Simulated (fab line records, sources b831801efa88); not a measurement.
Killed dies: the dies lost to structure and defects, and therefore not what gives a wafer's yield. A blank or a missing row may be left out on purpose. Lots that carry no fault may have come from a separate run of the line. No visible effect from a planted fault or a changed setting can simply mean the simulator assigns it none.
Which of the tools did it? / flow gf180mcu / Sampling: 11 lots, 33 wafers, 3 of 602 route steps

== WHAT THE GAUGES SHOWED, per wafer ==
GF_M3_OVL_MEAS_15.
lot=L363; measured=day 21 21:22; on=overlay-02; M3_OVL (nm)=9 1 4
lot=L366; measured=day 22 18:55; on=overlay-02; M3_OVL (nm)=5 5 1
lot=L369; measured=day 23 19:49; on=overlay-02; M3_OVL (nm)=10 13 6
lot=L370; measured=day 24 09:16; on=overlay-01; M3_OVL (nm)=7 13 8
lot=L373; measured=day 25 03:02; on=overlay-01; M3_OVL (nm)=-1 1 6
lot=L374; measured=day 25 17:07; on=overlay-01; M3_OVL (nm)=0 0 1
lot=L379; measured=day 27 01:25; on=overlay-01; M3_OVL (nm)=4 -3 4
lot=L382; measured=day 28 01:19; on=overlay-02; M3_OVL (nm)=3 4 8
lot=L383; measured=day 28 06:54; on=overlay-02; M3_OVL (nm)=-5 -6 -8
lot=L384; measured=day 28 09:53; on=overlay-02; M3_OVL (nm)=6 -2 0
lot=L385; measured=day 28 17:10; on=overlay-01; M3_OVL (nm)=1 4 -1

GF_V3_THK_MEAS_01.
lot=L363; measured=day 21 22:14; on=filmMetro-03; V3_CVD_00_THK (nm)=598 597 602
lot=L366; measured=day 22 19:41; on=filmMetro-03; V3_CVD_00_THK (nm)=616 613 608
lot=L369; measured=day 23 20:36; on=filmMetro-04; V3_CVD_00_THK (nm)=606 611 603
lot=L370; measured=day 24 10:35; on=filmMetro-03; V3_CVD_00_THK (nm)=600 596 600
lot=L373; measured=day 25 04:09; on=filmMetro-03; V3_CVD_00_THK (nm)=605 599 600
lot=L374; measured=day 25 18:01; on=filmMetro-04; V3_CVD_00_THK (nm)=601 594 593
lot=L379; measured=day 27 02:12; on=filmMetro-02; V3_CVD_00_THK (nm)=607 605 595
lot=L382; measured=day 28 02:05; on=filmMetro-04; V3_CVD_00_THK (nm)=591 592 593
lot=L383; measured=day 28 07:45; on=filmMetro-03; V3_CVD_00_THK (nm)=603 606 600
lot=L384; measured=day 28 10:41; on=filmMetro-04; V3_CVD_00_THK (nm)=598 600 593
lot=L385; measured=day 28 17:56; on=filmMetro-03; V3_CVD_00_THK (nm)=606 596 605

== WHAT TOOL EACH LOT RAN ON (gives the tool, then ch and the chambers of the sampled wafers, and finally the start) ==
lot=L363; GF_M3_SPUTTER_02=pvdSputter-03, day 20 21:16
lot=L366; GF_M3_SPUTTER_02=pvdSputter-01, day 21 20:34
lot=L369; GF_M3_SPUTTER_02=pvdSputter-01, day 22 22:25
lot=L370; GF_M3_SPUTTER_02=pvdSputter-04, day 23 10:56
lot=L373; GF_M3_SPUTTER_02=pvdSputter-01, day 24 05:19
lot=L374; GF_M3_SPUTTER_02=pvdSputter-01, day 24 19:34
lot=L379; GF_M3_SPUTTER_02=pvdSputter-04, day 26 04:43
lot=L382; GF_M3_SPUTTER_02=pvdSputter-01, day 27 04:49
lot=L383; GF_M3_SPUTTER_02=pvdSputter-04, day 27 11:13
lot=L384; GF_M3_SPUTTER_02=pvdSputter-04, day 27 13:47
lot=L385; GF_M3_SPUTTER_02=pvdSputter-03, day 27 22:08
- GF_M3_SPUTTER_02: material AlCu, target thk 450 nm, time 23.9 s.

== AS READ BY THE TOOLS THEMSELVES (means over the sampled wafers that have a number; for cases with no such wafer, the mark the record gives instead) ==
GF_M3_SPUTTER_02.
lot=L363; tool=pvdSputter-03; throttleValvePct (%)=30.8
lot=L366; tool=pvdSputter-01; throttleValvePct (%)=29.5
lot=L369; tool=pvdSputter-01; throttleValvePct (%)=29.3
lot=L370; tool=pvdSputter-04; throttleValvePct (%)=30.5
lot=L373; tool=pvdSputter-01; throttleValvePct (%)=29.7
lot=L374; tool=pvdSputter-01; throttleValvePct (%)=29.2
lot=L379; tool=pvdSputter-04; throttleValvePct (%)=31.0
lot=L382; tool=pvdSputter-01; throttleValvePct (%)=29.6
lot=L383; tool=pvdSputter-04; throttleValvePct (%)=30.3
lot=L384; tool=pvdSputter-04; throttleValvePct (%)=30.8
lot=L385; tool=pvdSputter-03; throttleValvePct (%)=30.3

== THE ANSWER, worked out from the rows above alone ==
Rule: usual is defined by the lots themselves. The widest of any qualifying gaps counts: lots, ordered by their means at a reading, are off when they make up no more than a third of the lots, leave a main group of 4 or more, and stand apart from it by 3 or more times the standard deviation of that group's means. A main group is skipped when, at the precision printed for the reading in the tables above, its means are all equal. Also off: a lot with no number at a reading for which 4 or more lots have one. The other lots that the step has rows for count as sound. Order of review: gauges by route order, followed by the tools' own readings, for which a lot's mean as printed above is used. The first step at which some lot is off is used, and at that step the reading that is off furthest; a lot without a number counts as furthest.
No lot is off on any of the readings shown, so nothing can be concluded from this.

== WHAT THE SIMULATOR HAD INSERTED ==
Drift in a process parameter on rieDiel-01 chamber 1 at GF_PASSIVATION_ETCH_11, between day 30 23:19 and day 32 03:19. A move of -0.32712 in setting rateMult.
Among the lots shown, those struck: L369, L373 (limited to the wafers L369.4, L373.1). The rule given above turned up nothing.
